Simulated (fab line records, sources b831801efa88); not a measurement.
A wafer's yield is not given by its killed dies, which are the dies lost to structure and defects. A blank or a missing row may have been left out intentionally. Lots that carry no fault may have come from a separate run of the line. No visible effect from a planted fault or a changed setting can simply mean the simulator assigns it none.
fab line records | flow sfq_line
record: lots: 14 wafers: 42 last_day: 91
route steps=325 shown I6@269 M7@291 I7@296 M8@315
lots untouched by any fault: they come from a run of this same line in which no faults occurred
start_h: hours from the record's opening day to when the first of the lot's shown wafers began | wait_h: hours from the lot's prior step to this one | " as in the row above | L1.1+2: a row that stands for several wafers | - no value, or no start given | * or withheld: withheld | < > ~ a bound
route shown NAME@n: a module of which the file shows steps, and the number in the route of the first | usual: mean/standard deviation taken from wafers without a fault | same: alike in all rows | chamber/n: place in a boat | sites: the reading at each site | _std_site: the values' standard deviation | _edge_site: the outer-site mean with the inner-site mean subtracted | radius_mm: how far each site lies from the wafer's centre | mask NAME#n: copy n | behind: the tool/chamber that last shaped the wafer | hold: why the lot was held/for how many hours/how that ended | device: transistor that didn't switch, given as n, p or np | end of line: tests run on the same wafers once the route is complete | a step with no rows: only its recipe | killed: the dies lost at the first sort to structure and to defects; this is not the yield of the wafer | map: dies across one wafer; x = killed, . = not, _ = none there
set.NAME: the setting that was run; set.NAME@STEP: the one run at that earlier step | model.NAME: the simulator's own value behind a step, which no gauge read
steps of the route over a sample of lots; a table a step, a row a wafer
services: when a tool's chamber went out of use (start_h, in hours from the record's first day, below 0 if earlier), for how many hours, and the reason
== steps ==
step: SFQ_TRILAYER_I6_METRO_MEASURE_167
usual: thk_nm: 199.6/1.3
columns lot.wafer tool chamber start_h wait_h thk_nm
L781.1 film_metro-04 - 1742.59 0.1 201.6
L781.2 " - " " 200.8
L781.6 " - " " 203.7
L783.3 film_metro-01 - 1760.37 0.5 201.2
L783.4 " - " " 199.4
L783.5 " - " " 202.9
L784.2 film_metro-01 - 1763.17 0.3 201.3
L784.5 " - " " 201.1
L784.6 " - " " 199.5
L785.1 film_metro-01 - 1796.99 0.1 198.0
L785.4 " - " " 199.3
L785.6 " - " " 197.7
L786.1 film_metro-02 - 1799.99 0.1 199.9
L786.4 " - " " 199.0
L786.6 " - " " 200.4
L791.4 film_metro-01 - 1842.43 0.6 198.8
L791.5 " - " " 198.8
L791.6 " - " " 199.3
L793.1 film_metro-04 - 1843.79 0.1 199.5
L793.2 " - " " 200.0
L793.5 " - " " 199.0
L798.1 film_metro-04 - 1867.06 0.1 200.0
L798.3 " - " " 199.4
L798.6 " - " " 200.3
L799.1 film_metro-01 - 1872.82 0.1 200.1
L799.3 " - " " 198.0
L799.6 " - " " 199.4
L800.2 film_metro-01 - 1876.06 0.3 198.4
L800.5 " - " " 199.5
L800.6 " - " " 197.2
L801.2 film_metro-02 - 1885.02 0.3 198.3
L801.3 " - " " 198.3
L801.5 " - " " 198.9
L802.2 film_metro-02 - 1895.19 0.3 198.6
L802.3 " - " " 201.1
L802.6 " - " " 199.0
L803.1 film_metro-01 - 1897.21 0.1 199.1
L803.2 " - " " 200.0
L803.6 " - " " 199.0
L804.1 film_metro-02 - 1900.81 0.1 199.5
L804.2 " - " " 199.6
L804.4 " - " " 200.4
step: SFQ_M7_OVL_MEAS_945
usual: M7_OVL: 2/6.5
columns lot.wafer tool chamber start_h wait_h M7_OVL[nm]
L781.1 overlay-02 - 1864.67 0.1 9
L781.2 " - " " 3
L781.6 " - " " 1
L783.3 overlay-02 - 1871.88 0.1 -6
L783.4 " - " " -1
L783.5 " - " " -3
L784.2 overlay-02 - 1875.47 0.1 14
L784.5 " - " " 9
L784.6 " - " " 17
L785.1 overlay-01 - 1903.82 0.1 -3
L785.4 " - " " -2
L785.6 " - " " -2
L786.1 overlay-01 - 1905.02 0.1 -1
L786.4 " - " " 8
L786.6 " - " " 0
L791.4 overlay-02 - 2033.15 0.1 5
L791.5 " - " " 2
L791.6 " - " " 2
L793.1 overlay-01 - 2034.33 0.1 4
L793.2 " - " " -1
L793.5 " - " " -3
L798.1 overlay-01 - 2056.37 0.1 8
L798.3 " - " " 8
L798.6 " - " " 2
L799.1 overlay-02 - 2057.57 0.1 7
L799.3 " - " " 8
L799.6 " - " " 4
L800.2 overlay-02 - 2059.98 0.1 -3
L800.5 " - " " 5
L800.6 " - " " 4
L801.2 overlay-02 - 2076.78 0.1 3
L801.3 " - " " 2
L801.5 " - " " 4
L802.2 overlay-01 - 2088.78 0.1 8
L802.3 " - " " 2
L802.6 " - " " -1
L803.1 overlay-01 - 2091.17 0.1 -1
L803.2 " - " " 6
L803.6 " - " " 0
L804.1 overlay-01 - 2093.57 0.1 -8
L804.2 " - " " -13
L804.4 " - " " -7
step: SFQ_TRILAYER_M7_STRIP_STRIP_181
recipe: gas: O2 power_w: 200 platen_temp_c: 40 overash_fraction: 0.65 chemistry: O2 pressure_mtorr: 50
usual: drypump_motor_current_A: 5.4/0.49 oes_product_au: 0.997/0.011
same: overash_fraction: 0.65
columns lot.wafer tool chamber start_h wait_h drypump_motor_current_A oes_product_au rf_hours_counter_h
L781.1 rie_metal-03 0 1864.89 0.1 5.6 0.999 47
L781.2 " 1 " " 4.9 0.996 48
L781.6 " 0 " " 5.6 0.994 -
L783.3 rie_metal-02 0 1872.29 0.2 5.8 1.009 -
L783.4 " 1 " " 4.8 0.997 -
L783.5 " 1 " " 4.8 0.993 -
L784.2 rie_metal-02 0 1875.69 0.1 5.8 1.008 28
L784.5 " 0 " " 5.8 1.009 -
L784.6 " 1 " " 4.8 0.983 -
L785.1 rie_metal-03 1 1904.04 0.1 4.9 0.993 55
L785.4 " 1 " " 4.9 0.998 -
L785.6 " 0 " " 5.6 1.010 -
L786.1 rie_metal-02 0 1905.24 0.1 5.8 1.020 33
L786.4 " 0 " " 5.8 1.005 -
L786.6 " 1 " " 4.8 0.989 -
L791.4 rie_metal-04 0 2033.55 0.2 5.0 0.992 -
L791.5 " 0 " " 5.0 0.989 -
L791.6 " 1 " " 6.2 1.013 -
L793.1 rie_metal-02 1 2034.55 0.1 4.8 0.976 1
L793.2 " 0 " " 5.8 1.018 50
L793.5 " 1 " " 4.8 0.993 -
L798.1 rie_metal-03 1 2056.59 0.1 4.9 0.994 74
L798.3 " 0 " " 5.6 0.988 -
L798.6 " 1 " " 4.9 0.992 -
L799.1 rie_metal-04 1 2057.79 0.1 6.2 0.996 101
L799.3 " 0 " " 5.0 0.987 -
L799.6 " 1 " " 6.2 1.003 -
L800.2 rie_metal-03 0 2060.19 0.1 5.6 0.996 73
L800.5 " 1 " " 5.0 1.005 -
L800.6 " 0 " " 5.6 0.996 -
L801.2 rie_metal-03 0 2076.99 0.1 5.6 0.991 75
L801.3 " 0 " " 5.6 0.978 -
L801.5 " 1 " " 4.9 0.991 -
L802.2 rie_metal-04 0 2088.99 0.1 5.0 1.006 25
L802.3 " 0 " " 5.1 0.995 -
L802.6 " 1 " " 6.2 1.012 -
L803.1 rie_metal-02 1 2091.39 0.1 4.8 0.982 8
L803.2 " 0 " " 5.8 1.003 57
L803.6 " 0 " " 5.8 1.005 -
L804.1 rie_metal-02 0 2093.79 0.1 5.8 1.010 58
L804.2 " 1 " " 4.8 0.987 8
L804.4 " 0 " " 5.8 1.010 -
step: SFQ_TRILAYER_I7_DEP_PECVD_183
recipe: material: SiO2 temp_c: 150 time_s: 111.11 pressure_torr: 2.4 rf_w: 183.3 precursor: SiH4/N2O target_thk_nm: 500
usual: chamber_pressure_Torr: 2.400/0.0057 heater_power_outer_w: 30/8 heater_power_w: 82/12 rf_fwd_power_W: 182.1/0.58 throttle_valve_pct: 24.7/1.2
columns lot.wafer tool chamber start_h wait_h chamber_pressure_Torr heater_power_outer_w heater_power_w rf_fwd_power_W since_wet_clean_h throttle_valve_pct
L781.1 pecvd-02 2 1865.84 0.0 2.395 39 89 181.2 535 23.2
L781.2 " 1 " " 2.397 31 82 182.1 535 22.5
L781.6 " 1 " " 2.392 33 84 182.4 - 22.4
L783.3 pecvd-02 0 1873.04 0.0 2.402 30 81 181.8 542 23.2
L783.4 " 1 " " 2.401 32 84 181.7 - 22.5
L783.5 " 2 " " 2.412 36 85 182.2 - 23.3
L784.2 pecvd-01 2 1876.64 0.0 2.411 39 114 182.4 929 25.1
L784.5 " 2 " " 2.403 40 116 182.6 - 25.3
L784.6 " 0 " " 2.405 32 80 182.8 - 25.6
L785.1 pecvd-02 1 1904.81 0.0 2.404 29 80 181.9 574 22.2
L785.4 " 1 " " 2.405 30 79 181.4 - 22.4
L785.6 " 0 " " 2.403 31 83 182.6 - 23.2
L786.1 pecvd-03 0 1906.01 0.0 2.396 31 90 181.0 1328 25.2
L786.4 " 1 " " 2.391 25 72 181.6 - 25.8
L786.6 " 2 " " 2.404 17 67 181.2 - 26.2
L791.4 pecvd-03 2 2034.16 0.0 - - - - - -
L791.5 " 1 " " - - - - - -
L791.6 " 0 " " - - - - - -
L793.1 pecvd-02 1 2035.34 0.0 - - - - - -
L793.2 " 0 " " - - - - - -
L793.5 " 2 " " - - - - - -
L798.1 pecvd-01 2 2057.37 0.0 2.396 28 102 181.5 1110 25.4
L798.3 " 1 " " 2.404 24 72 182.1 1110 25.1
L798.6 " 1 " " 2.405 26 73 181.3 - 24.9
L799.1 pecvd-02 2 2058.57 0.0 2.395 42 93 181.9 728 23.5
L799.3 " 1 " " 2.393 33 86 182.5 728 22.7
L799.6 " 0 " " 2.391 22 71 183.2 - 23.5
L800.2 pecvd-01 1 2060.97 0.0 2.398 21 67 181.9 1114 24.8
L800.5 " 1 " " 2.392 24 73 181.4 - 25.0
L800.6 " 0 " " 2.403 41 90 182.7 - 25.9
L801.2 pecvd-03 2 2077.79 0.0 2.396 19 72 181.9 8 24.1
L801.3 " 0 " " 2.396 25 77 182.4 8 22.7
L801.5 " 1 " " 2.406 34 80 181.4 - 24.2
L802.2 pecvd-03 0 2089.80 0.0 2.392 26 75 181.0 20 22.8
L802.3 " 2 " " 2.400 21 73 181.8 20 23.9
L802.6 " 2 " " 2.401 11 59 182.0 - 23.9
L803.1 pecvd-02 1 2092.17 0.0 2.400 33 84 181.9 761 22.8
L803.2 " 0 " " 2.400 33 84 182.7 761 23.4
L803.6 " 0 " " 2.405 34 84 182.4 - 23.7
L804.1 pecvd-01 0 2094.59 0.0 2.399 37 87 180.7 1147 26.0
L804.2 " 2 " " 2.409 36 109 182.5 1147 25.7
L804.4 " 2 " " 2.406 39 114 182.4 - 25.7
step: SFQ_TRILAYER_I7_METRO_MEASURE_185
columns lot.wafer tool chamber start_h wait_h
L781.1+2+6 film_metro-03 - 1869.82 0.1
L783.3+4+5 film_metro-01 - 1882.26 0.5
L784.2+5+6 film_metro-04 - 1885.06 0.3
L785.1+4+6 film_metro-01 - 1908.24 0.1
L786.1+4+6 film_metro-03 - 1909.22 0.1
L791.4+5+6 film_metro-01 - 2037.92 0.6
L793.1+2+5 film_metro-03 - 2039.21 0.1
L798.1+3+6 film_metro-01 - 2065.94 0.1
L799.1+3+6 film_metro-03 - 2068.62 0.1
L800.2+5+6 film_metro-04 - 2071.82 0.3
L801.2+3+5 film_metro-04 - 2081.97 0.3
L802.2+3+6 film_metro-03 - 2093.87 0.3
L803.1+2+6 film_metro-04 - 2095.37 0.1
L804.1+2+4 film_metro-01 - 2097.78 0.1
step: SFQ_TRILAYER_I7_VIA_ETCH_VIA_ETCH_190
recipe: target: SiO2 stop_on: Nb mask_material: PR taper_deg: 20 chemistry: CHF3 target_depth_nm: 260 source_w: 500 bias_w: 80 pressure_mtorr: 30 time_s: withheld
usual: drypump_motor_current_A: 5.6/0.49 oes_product_au: 0.853/0.0047 rf_fwd_power_W: 498.2/1.6
columns lot.wafer tool chamber start_h wait_h drypump_motor_current_A oes_product_au rf_fwd_power_W
L781.1 rie_diel-02 2 1878.69 0.0 5.7 0.857 500.3
L781.2 " 1 " " 5.4 0.855 502.0
L781.6 " 3 " " 6.4 0.854 499.6
L783.3 rie_diel-03 1 1895.49 0.0 5.6 0.850 498.5
L783.4 " 3 " " 4.9 0.853 498.9
L783.5 " 1 " " 5.6 0.849 497.6
L784.2 rie_diel-02 2 1897.89 0.0 5.7 0.855 497.7
L784.5 " 3 " " 6.4 0.842 498.1
L784.6 " 2 " " 5.7 0.848 498.4
L785.1 rie_diel-03 1 1912.29 0.0 5.6 0.856 495.6
L785.4 " 0 " " 4.8 0.853 495.2
L785.6 " 1 " " 5.6 0.855 495.7
L786.1 rie_diel-02 3 1913.49 0.0 6.4 0.845 501.5
L786.4 " 2 " " 5.7 0.846 499.9
L786.6 " 3 " " 6.4 0.859 499.4
L791.4 rie_diel-02 1 2040.97 0.0 5.4 0.372 499.0
L791.5 " 1 " " 5.4 0.379 497.7
L791.6 " 0 " " 5.9 0.366 495.4
L793.1 rie_diel-03 1 2042.73 0.0 5.6 0.373 495.6
L793.2 " 2 " " 5.7 0.377 500.3
L793.5 " 0 " " 4.8 0.377 497.1
L798.1 rie_diel-01 2 2144.17 0.0 5.8 0.854 497.5
L798.3 " 1 " " 4.9 0.848 499.3
L798.6 " 3 " " 5.8 0.859 498.4
L799.1 rie_diel-03 0 2145.37 0.0 4.8 0.854 496.0
L799.3 " 1 " " 5.6 0.848 498.3
L799.6 " 3 " " 4.9 0.855 497.7
L800.2 rie_diel-03 1 2150.17 0.0 5.6 0.858 494.0
L800.5 " 2 " " 5.6 0.852 498.4
L800.6 " 3 " " 4.9 0.854 499.2
L801.2 rie_diel-02 2 2160.97 0.0 5.7 0.858 497.8
L801.3 " 3 " " 6.4 0.866 498.1
L801.5 " 2 " " 5.7 0.855 497.4
L802.2 rie_diel-01 1 2174.29 0.0 4.9 0.854 499.4
L802.3 " 3 " " 5.8 0.857 497.0
L802.6 " 0 " " 6.4 0.854 499.2
L803.1 rie_diel-02 0 2176.69 0.0 5.9 0.851 498.6
L803.2 " 1 " " 5.4 0.850 496.2
L803.6 " 2 " " 5.7 0.844 497.8
L804.1 rie_diel-03 3 2178.00 0.0 4.9 0.853 497.4
L804.2 " 2 " " 5.6 0.846 496.1
L804.4 " 1 " " 5.6 0.852 500.8
step: SFQ_TRILAYER_M8_LITHO_EXPOSE_194
recipe: mask_id: M8 na: 0.6 source_shape: conventional sigma_outer: 0.65 target_cd_nm: 2000 dose_mj: 14.4
usual: exposure_dose_mJ_cm2: 14.396/0.015 focus_offset_nm: 0.1/0.54 sigma_outer: 0.65/0
columns lot.wafer tool chamber start_h wait_h mask exposure_dose_mJ_cm2 focus_offset_nm sigma_outer
L781.1 krf_scanner-01 0 1969.77 - M8#0 14.414 0.9 0.65
L781.2 " 0 " " M8#0 14.407 0.5 0.65
L781.6 " 0 " " M8#0 14.416 0.9 0.65
L783.3 krf_scanner-01 0 1997.77 - M8#0 14.375 0.7 0.65
L783.4 " 0 " " M8#0 14.381 0.6 0.65
L783.5 " 0 " " M8#0 14.369 0.5 0.65
L784.2 krf_scanner-02 0 2002.49 - M8#0 14.390 -0.7 0.65
L784.5 " 0 " " M8#0 14.371 -0.1 0.65
L784.6 " 0 " " M8#0 14.410 -0.4 0.65
L785.1 krf_scanner-01 0 2014.83 - M8#0 14.385 0.9 0.65
L785.4 " 0 " " M8#0 14.404 -0.9 0.65
L785.6 " 0 " " M8#0 14.385 0.1 0.65
L786.1 krf_scanner-01 0 2016.03 - M8#0 14.389 0.2 0.65
L786.4 " 0 " " M8#0 14.354 0.8 0.65
L786.6 " 0 " " M8#0 14.380 0.1 0.65
L791.4 krf_scanner-02 - 2044.67 - M8#0 - - -
L791.5 " - " " M8#0 - - -
L791.6 " - " " M8#0 - - -
L793.1 krf_scanner-02 - 2122.07 - M8#0 - - -
L793.2 " - " " M8#0 - - -
L793.5 " - " " M8#0 - - -
L798.1 krf_scanner-01 0 2173.60 - M8#0 14.404 0.7 0.65
L798.3 " 0 " " M8#0 14.378 0.3 0.65
L798.6 " 0 " " M8#0 14.387 0.1 0.65
L799.1 krf_scanner-01 0 2174.80 - M8#0 14.387 0.0 0.65
L799.3 " 0 " " M8#0 14.388 0.3 0.65
L799.6 " 0 " " M8#0 14.383 -0.1 0.65
L800.2 krf_scanner-01 0 2176.20 - M8#0 14.398 0.5 0.65
L800.5 " 0 " " M8#0 14.406 1.2 0.65
L800.6 " 0 " " M8#0 14.398 0.3 0.65
L801.2 krf_scanner-01 0 2177.40 - M8#0 14.398 1.1 0.65
L801.3 " 0 " " M8#0 14.419 0.6 0.65
L801.5 " 0 " " M8#0 14.413 -0.2 0.65
L802.2 krf_scanner-01 0 2178.60 - M8#0 14.401 0.4 0.65
L802.3 " 0 " " M8#0 14.393 0.1 0.65
L802.6 " 0 " " M8#0 14.393 -0.1 0.65
L803.1 krf_scanner-01 0 2179.60 - M8#0 14.405 -0.2 0.65
L803.2 " 0 " " M8#0 14.411 -0.8 0.65
L803.6 " 0 " " M8#0 14.400 -0.1 0.65
L804.1 krf_scanner-01 0 2180.80 - M8#0 14.374 -0.1 0.65
L804.2 " 0 " " M8#0 14.386 0.3 0.65
L804.4 " 0 " " M8#0 14.406 0.3 0.65
== services ==
columns tool chamber start_h hours kind
film_metro-04 - 1731.79 1.2 pm
film_metro-04 - 1751.36 2.6 pm
film_metro-01 - 1776.86 1.4 pm
krf_scanner-01 - 1785.29 1.3 pm
film_metro-01 - 1786.28 1.4 pm
krf_scanner-01 - 1817.97 0.7 repair
krf_scanner-01 - 1831.12 4.0 pm
krf_scanner-01 - 1835.14 1.0 pm
film_metro-01 - 1865.78 0.4 pm
film_metro-04 - 1865.93 0.2 pm
film_metro-01 - 1870.34 0.3 pm
film_metro-04 - 1894.60 1.1 pm
film_metro-01 - 1938.26 0.4 pm
film_metro-01 - 1938.97 2.2 pm
krf_scanner-01 - 1961.12 1.3 pm
krf_scanner-01 - 2000.97 1.0 pm
film_metro-01 - 2031.28 3.2 pm
krf_scanner-01 - 2044.83 0.8 pm
film_metro-01 - 2107.78 13.7 pm
film_metro-01 - 2121.53 0.9 pm
film_metro-01 - 2122.43 1.2 pm
krf_scanner-01 - 2137.25 1.3 pm
film_metro-01 - 2139.46 5.5 repair
krf_scanner-01 - 2170.20 1.0 pm
== key ==
first_sign: step: SFQ_TRILAYER_I7_DEP_PECVD_183 reading: tool_record direction: missing
effect: step: SFQ_TRILAYER_I7_VIA_ETCH_VIA_ETCH_190 reading: oes_product_au direction: down sigmas: 99+ usual: 0.853 struck: 0.374
effect: step: SFQ_TRILAYER_M8_LITHO_EXPOSE_194 reading: tool_record direction: missing
met_at SFQ_TRILAYER_I7_DEP_PECVD_183
struck_lots L791,L793
not_acting_at SFQ_TRILAYER_I6_METRO_MEASURE_167,SFQ_M7_OVL_MEAS_945,SFQ_TRILAYER_M7_STRIP_STRIP_181
onset_between 1906.01 2034.16
fault: kind: skipped_step_whole tool: pecvd-02,pecvd-03 chamber: - onset_h: 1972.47 steps: SFQ_TRILAYER_I7_DEP_PECVD_183 scope: struck_lots_only
